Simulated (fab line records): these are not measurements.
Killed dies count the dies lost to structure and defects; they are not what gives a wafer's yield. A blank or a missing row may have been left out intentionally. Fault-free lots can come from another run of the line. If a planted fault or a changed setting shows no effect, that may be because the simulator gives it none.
Which tool did it?	flow gf180mcu	Sampling: 12 lots, 36 wafers, 5 of 602 route steps

WHAT THE GAUGES SHOWED, per wafer
GF_VT_IMPLANT_TW_MEAS_21.
lot	measured	on	VT_IMPLANT_2_TW
L104	day 6 04:03	film-metro-03	1211 1210 1207
L105	day 6 10:59	film-metro-03	1210 1217 1215
L106	day 6 17:27	film-metro-03	1212 1209 1206
L107	day 7 01:25	film-metro-04	1235 1232 1230
L108	day 7 06:40	film-metro-01	1208 1207 1216
L114	day 9 07:01	film-metro-04	1217 1226 1225
L116	day 9 13:20	film-metro-04	1216 1214 1217
L119	day 10 10:07	film-metro-03	1233 1230 1227
L121	day 10 22:25	film-metro-04	1215 1220 1225
L122	day 11 04:53	film-metro-03	1235 1228 1235
L124	day 11 10:40	film-metro-01	1215 1221 1215
L127	day 12 06:32	film-metro-01	1225 1222 1211

GF_VT_IMPLANT_RS_MEAS_48: uses a four-point probe to measure.
lot	measured	on	LVPWELL_RS (ohm/sq)
L104	day 7 11:06	film-metro-03	1198 1196 1199
L105	day 7 18:33	film-metro-02	1200 1198 1199
L106	day 8 01:58	film-metro-03	1191 1195 1194
L107	day 8 09:22	film-metro-04	1194 1198 1196
L108	day 8 15:49	film-metro-03	1196 1195 1195
L114	day 10 18:11	film-metro-03	1197 1201 1201
L116	day 11 01:15	film-metro-04	1193 1194 1192
L119	day 11 23:34	film-metro-03	1196 1197 1193
L121	day 12 12:52	film-metro-03	1193 1191 1192
L122	day 12 18:59	film-metro-03	1202 1198 1200
L124	day 13 02:42	film-metro-02	1193 1197 1196
L127	day 13 23:51	film-metro-02	1193 1199 1199

GF_POLY_GATE_THK_MEAS_01.
lot	measured	on	POLY_GATE_CVD_00_THK (nm)
L104	day 8 09:28	film-metro-01	215.9 216.8 214.9
L105	day 8 15:57	film-metro-02	213.0 212.4 212.7
L106	day 9 00:41	film-metro-02	212.7 214.0 212.7
L107	day 9 07:24	film-metro-01	212.7 211.3 212.0
L108	day 9 13:41	film-metro-01	215.1 214.2 214.7
L114	day 11 19:40	film-metro-02	234.3 234.8 232.6
L116	day 12 00:50	film-metro-03	234.2 236.2 235.3
L119	day 13 02:23	film-metro-03	215.8 215.1 215.6
L121	day 13 14:25	film-metro-02	213.4 214.3 215.3
L122	day 13 20:23	film-metro-03	214.5 213.3 214.0
L124	day 14 04:32	film-metro-03	214.5 214.4 214.1
L127	day 15 03:21	film-metro-01	213.7 214.7 215.9

TOOL THAT RAN EACH LOT (tool first, then ch and the chambers of the sampled wafers, then the start)
lot	GF_VT_IMPLANT_STRIP_20	GF_POLY_GATE_CVD_00
L104	plasma-asher-02 ch 0,1, day 6 03:57	lpcvd-01 ch 0, day 8 07:28
L105	plasma-asher-01 ch 0,1, day 6 10:54	lpcvd-02 ch 1, day 8 14:35
L106	plasma-asher-02 ch 0,1, day 6 17:21	lpcvd-01 ch 0, day 8 23:21
L107	plasma-asher-01 ch 0,1, day 7 01:19	lpcvd-01 ch 0, day 9 06:04
L108	plasma-asher-02 ch 0,1, day 7 06:34	lpcvd-01 ch 1, day 9 12:21
L114	plasma-asher-02 ch 0,1, day 9 06:55	lpcvd-02 ch 1, day 11 18:19
L116	plasma-asher-03 ch 0,1, day 9 13:14	lpcvd-02 ch 0, day 11 23:29
L119	plasma-asher-02 ch 0,1, day 10 10:00	lpcvd-01 ch 0, day 13 01:02
L121	plasma-asher-02 ch 0,1, day 10 22:18	lpcvd-01 ch 0, day 13 13:04
L122	plasma-asher-02 ch 0,1, day 11 04:47	lpcvd-01 ch 0, day 13 19:04
L124	plasma-asher-01 ch 0,1, day 11 10:34	lpcvd-01 ch 0, day 14 03:13
L127	plasma-asher-02 ch 0,1, day 12 06:26	lpcvd-02 ch 1, day 15 02:01
- GF_VT_IMPLANT_STRIP_20: strips in O2/N2.
- GF_POLY_GATE_CVD_00: deposits poly-Si, target thk 200 nm, time 1200 s.

WHAT THE TOOLS THEMSELVES READ (means of the sampled wafers that have a number; where no wafer has one, the mark that the record gives instead)
GF_VT_IMPLANT_STRIP_20.
lot	tool	drypump-motor-current-A (A)	heater-power-w (W)	oes-product-au (a.u.)	strip-time-to-endpoint-s (s)
L104	plasma-asher-02	6.01	327	0.714	12.59
L105	plasma-asher-01	6.05	320	0.716	12.69
L106	plasma-asher-02	6.00	306	0.711	12.70
L107	plasma-asher-01	6.04	326	0.717	12.65
L108	plasma-asher-02	5.98	326	0.719	12.54
L114	plasma-asher-02	6.00	308	0.718	12.62
L116	plasma-asher-03	5.47	344	0.718	12.65
L119	plasma-asher-02	6.00	310	0.714	12.63
L121	plasma-asher-02	5.98	327	0.717	12.65
L122	plasma-asher-02	6.01	303	0.714	12.61
L124	plasma-asher-01	6.05	315	0.717	12.65
L127	plasma-asher-02	5.99	313	0.716	12.59

GF_POLY_GATE_CVD_00.
lot	tool	pressure-mtorr (mTorr)	spike-tc-lower-C (C)
L104	lpcvd-01	199.9	623.8
L105	lpcvd-02	199.8	623.4
L106	lpcvd-01	199.8	623.0
L107	lpcvd-01	199.9	622.6
L108	lpcvd-01	200.7	623.3
L114	lpcvd-02	239.7	623.5
L116	lpcvd-02	240.2	625.2
L119	lpcvd-01	200.4	623.2
L121	lpcvd-01	199.6	623.1
L122	lpcvd-01	199.8	622.2
L124	lpcvd-01	200.1	622.5
L127	lpcvd-02	200.1	623.0

THE ANSWER, worked out from the rows above alone
Rule: the usual values come from the lots themselves. The widest of any qualifying gaps counts: lots, ordered by their means at a reading, are off when they make up no more than a third of the lots, leave a main group of 4 or more, and stand apart from it by 3 or more times the standard deviation of that group's means. If all means in a main group match to the digits the tables above print for the reading, that group is not used. A lot without any number at a reading at which 4 lots or more have one is off too. Any other lot the step has rows for is counted as sound. The gauges are gone through in route order, then the tools' own readings, and for those a lot's mean is taken as printed above. At the first step where some lot is off, the reading lying furthest off is the one used; lots without a number count as furthest.
Off: L114, L116, seen at GF_POLY_GATE_THK_MEAS_01 (POLY_GATE_CVD_00_THK). For the main group the mean is 214.1 nm and the standard deviation 1.2.
If a tool, at a process step before that reading, ran all the lots that are off and no sound lot after the first of them, it fits. Not tried: the gauges at GF_POLY_GATE_THK_MEAS_01; whatever is off there is also off at GF_POLY_GATE_CVD_00, on other tools, and gauge error can't account for it. Not one of the candidates tried fits.

WHAT THE SIMULATOR HAD PUT IN
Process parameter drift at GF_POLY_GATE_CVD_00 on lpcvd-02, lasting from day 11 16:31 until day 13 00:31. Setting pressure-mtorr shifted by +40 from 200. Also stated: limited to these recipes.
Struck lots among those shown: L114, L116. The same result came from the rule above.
